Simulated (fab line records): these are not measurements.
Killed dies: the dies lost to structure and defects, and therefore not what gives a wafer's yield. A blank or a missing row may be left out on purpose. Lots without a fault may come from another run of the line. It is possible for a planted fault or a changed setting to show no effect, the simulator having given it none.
The tool behind it: which one?	flow sky130	24 lots, 72 wafers sampled, at 4 steps of a route of 708

WHAT EACH GAUGE READ, for each wafer
SKY_NWELL_RS_MEAS_31: measures by four-point-probe. Usual: PWDE_RS typically reads 5269 ohm/sq, with standard deviation 17.
lot	measured	on	PWDE_RS (ohm/sq)	flag
L074	day 5 07:17	filmMetro-01	5284 5265 5274	
L075	day 5 11:50	filmMetro-02	5276 5282 5304	
L076	day 5 18:33	filmMetro-03	5281 5269 5270	
L077	day 6 00:57	filmMetro-03	5263 5260 5252	
L078	day 6 05:37	filmMetro-03	5291 5295 5262	
L079	day 6 11:47	filmMetro-01	5277 5280 5280	
L080	day 6 16:38	filmMetro-03	5285 5279 5291	
L081	day 6 21:40	filmMetro-01	5249 5239 5260	
L082	day 7 02:56	filmMetro-02	5275 5284 5272	
L083	day 7 04:29	filmMetro-02	5286 5259 5270	
L084	day 7 07:29	filmMetro-03	5234 5238 5234	
L085	day 7 12:39	filmMetro-03	5288 5276 5286	
L086	day 7 16:14	filmMetro-02	5310 5292 5290	
L087	day 7 20:24	filmMetro-02	5233 5248 5254	
L088	day 7 23:16	filmMetro-02	5258 5249 5268	
L089	day 8 03:22	filmMetro-02	5249 5239 5233	
L090	day 8 06:25	filmMetro-02	5243 5274 5283	
L091	day 8 09:18	filmMetro-02	5274 5263 5277	
L094	day 14 06:34	filmMetro-03	5277 5275 5263	
L092	day 14 06:55	filmMetro-02	5284 5277 5268	
L093	day 14 07:16	filmMetro-03	5297 5275 5280	
L095	day 14 07:37	filmMetro-02	5267 5260 5258	
L097	day 14 08:06	filmMetro-03	5262 5241 5253	
L096	day 14 08:34	filmMetro-01	5280 5262 5255	

SKY_SD_N_OVL_MEAS_08. Usual: SD_N_OVL typically reads -1.7 nm, with standard deviation 1.4.
lot	measured	on	SD_N_OVL (nm)	flag
L074	day 25 14:13	overlay-02	-2.0 -0.6 -1.7	
L075	day 25 14:29	overlay-01	-2.2 -2.1 -1.5	
L076	day 25 14:31	overlay-02	-0.6 -1.3 0.5	
L077	day 25 17:26	overlay-02	-2.1 -5.3 -2.4	
L078	day 26 08:01	overlay-02	-0.9 -2.0 -1.9	
L079	day 26 20:27	overlay-02	-2.1 -2.3 -4.4	
L080	day 26 17:57	overlay-02	-3.7 -0.8 -1.0	
L081	day 27 08:34	overlay-02	-3.2 -4.0 -3.2	
L082	day 27 17:59	overlay-01	-0.1 -2.2 -2.6	
L083	day 27 23:17	overlay-01	-2.1 -3.2 -1.5	
L084	day 27 21:33	overlay-01	0.5 -1.3 0.6	
L085	day 28 06:46	overlay-01	-2.7 -0.4 -2.5	
L086	day 28 13:49	overlay-01	0.4 -2.0 -2.0	
L087	day 28 21:55	overlay-02	-3.2 -0.8 -2.4	
L088	day 28 23:27	overlay-02	-1.8 -0.9 0.3	
L089	day 29 12:36	overlay-02	-3.5 -2.5 0.0	
L090	day 30 01:22	overlay-01	-1.3 -0.3 -0.7	
L091	day 30 07:28	overlay-02	1.2 -1.9 -1.9	
L094	day 38 08:07	overlay-01	-2.9 -1.7 -1.7	
L092	day 38 12:13	overlay-02	-1.1 -2.0 -2.3	
L093	day 38 14:04	overlay-01	-1.5 -0.3 -1.4	
L095	day 38 14:34	overlay-02	-1.8 -3.6 -1.2	
L097	day 38 17:58	overlay-02	-1.0 -1.7 -2.0	
L096	day 38 15:50	overlay-02	-2.0 -1.6 -2.3	

SKY_CONTACT_CD_MEAS_14 targets a cd of 170 nm. Usual: cdNm 169.2 nm, standard deviation 1.2.
lot	measured	on	cdNm (nm)	flag
L074	day 29 08:38	cdSem-02	168.6 168.4 168.8	
L075	day 29 10:34	cdSem-02	167.6 169.2 167.9	
L076	day 29 11:20	cdSem-02	167.7 167.8 167.0	
L077	day 29 12:53	cdSem-01	168.6 167.0 168.4	
L078	day 30 02:56	cdSem-01	168.5 167.3 168.0	
L079	day 30 14:23	cdSem-01	170.5 169.0 169.3	
L080	day 30 12:25	cdSem-01	170.2 170.2 168.4	
L081	day 31 04:04	cdSem-02	168.0 168.2 168.6	
L082	day 31 14:16	cdSem-01	171.4 169.3 171.5	
L083	day 31 17:01	cdSem-02	169.2 169.7 170.3	
L084	day 31 16:22	cdSem-02	170.3 171.1 171.5	
L085	day 32 01:16	cdSem-02	169.2 169.6 170.2	
L086	day 32 09:47	cdSem-01	170.6 169.6 169.1	
L087	day 32 17:04	cdSem-02	168.8 168.1 169.2	
L088	day 32 19:05	cdSem-02	167.8 168.8 168.6	
L089	day 33 04:40	cdSem-01	167.0 168.5 167.3	
L090	day 33 17:22	cdSem-01	171.4 171.2 170.8	
L091	day 33 23:13	cdSem-01	168.1 168.7 167.3	
L094	day 41 16:50	cdSem-01	168.7 169.8 169.6	
L092	day 41 20:55	cdSem-02	171.1 171.0 170.2	
L093	day 41 23:38	cdSem-01	169.6 169.1 168.9	
L095	day 42 00:44	cdSem-01	170.4 170.3 169.3	
L097	day 42 02:53	cdSem-01	168.7 168.5 168.2	
L096	day 42 01:05	cdSem-02	168.7 168.8 169.8	

TOOL THAT RAN EACH LOT (tool first, then ch and the chambers of the sampled wafers, then the start)
lot	SKY_LOCAL_INTERCONNECT_METAL_ETCH_14
L074	rieMetal-02 ch 0,1, day 28 03:38
L075	rieMetal-01 ch 0, day 28 05:02
L076	rieMetal-04 ch 1, day 28 06:01
L077	rieMetal-02 ch 0,1, day 28 07:12
L078	rieMetal-01 ch 0,1, day 28 21:44
L079	rieMetal-04 ch 0,1, day 29 08:44
L080	rieMetal-02 ch 0,1, day 29 06:11
L081	rieMetal-04 ch 0,1, day 29 21:38
L082	rieMetal-04 ch 0,1, day 30 06:57
L083	rieMetal-02 ch 1, day 30 10:32
L084	rieMetal-01 ch 0,1, day 30 09:23
L085	rieMetal-01 ch 0,1, day 30 19:08
L086	rieMetal-04 ch 0, day 31 03:32
L087	rieMetal-01 ch 0,1, day 31 10:48
L088	rieMetal-02 ch 0,1, day 31 13:47
L089	rieMetal-01 ch 0,1, day 32 01:00
L090	rieMetal-04 ch 0,1, day 32 14:54
L091	rieMetal-01 ch 0,1, day 32 20:11
L094	rieMetal-04 ch 0,1, day 40 14:35
L092	rieMetal-04 ch 0,1, day 40 18:14
L093	rieMetal-02 ch 0,1, day 40 20:38
L095	rieMetal-04 ch 0,1, day 40 21:17
L097	rieMetal-04 ch 0,1, day 41 00:16
L096	rieMetal-01 ch 0,1, day 40 22:14
- SKY_LOCAL_INTERCONNECT_METAL_ETCH_14: etches TiN in Cl2/BCl3, stops on PSG, target depth 110 nm, time 31.4 s.

WHAT THE TOOLS THEMSELVES READ (means of the sampled wafers that have a number; where no wafer has one, the mark that the record gives instead)
SKY_LOCAL_INTERCONNECT_METAL_ETCH_14. Usual: drypumpMotorCurrentA 5.9 A, standard deviation 0.43; oesProductAu 0.943 a.u., standard deviation 0.007; rfFwdPowerW 887 W, standard deviation 3.2; throttleValvePct 21.900 %, standard deviation 0.011.
lot	tool	drypumpMotorCurrentA (A)	oesProductAu (a.u.)	rfFwdPowerW (W)	throttleValvePct (%)	flag
L074	rieMetal-02	6.3	0.941	890	21.906	
L075	rieMetal-01	5.7	0.952	882	21.893	
L076	rieMetal-04	5.6	0.942	889	21.907	
L077	rieMetal-02	6.3	0.946	887	21.890	
L078	rieMetal-01	5.4	0.944	884	21.891	
L079	rieMetal-04	6.1	0.934	885	21.908	
L080	rieMetal-02	6.4	0.945	891	21.904	
L081	rieMetal-04	6.2	0.945	885	21.896	
L082	rieMetal-04	5.9	0.935	887	21.907	
L083	rieMetal-02	6.1	0.946	891	21.892	
L084	rieMetal-01	5.4	0.944	884	21.890	
L085	rieMetal-01	5.4	0.954	888	21.893	
L086	rieMetal-04	6.5	0.940	883	21.903	
L087	rieMetal-01	5.6	0.951	888	21.888	
L088	rieMetal-02	6.4	0.942	889	21.894	
L089	rieMetal-01	5.4	0.946	885	21.885	
L090	rieMetal-04	6.2	0.945	885	21.896	
L091	rieMetal-01	5.4	0.941	890	21.908	
L094	rieMetal-04	5.9	0.931	889	21.916	
L092	rieMetal-04	5.9	0.937	884	21.902	
L093	rieMetal-02	6.3	0.949	888	21.908	
L095	rieMetal-04	6.1	0.940	886	21.900	
L097	rieMetal-04	6.0	0.944	885	21.892	
L096	rieMetal-01	5.6	0.944	886	21.903	

THE ANSWER, worked out from the rows above alone
Rule: lot off if the mean of its wafers having a number is beyond 3 standard deviations from the usual mean. Also off: a lot with no number at a reading for which 4 or more lots have one. The other lots that the step has rows for count as sound. The gauges are gone through in route order, then the tools' own readings, and for those a lot's mean is taken as printed above. The first step at which some lot is off is used, and at that step the reading that is off furthest; a lot without a number counts as furthest.
Nothing can be told from this: no lot is off at any reading shown.

WHAT WAS PUT IN BY THE SIMULATOR
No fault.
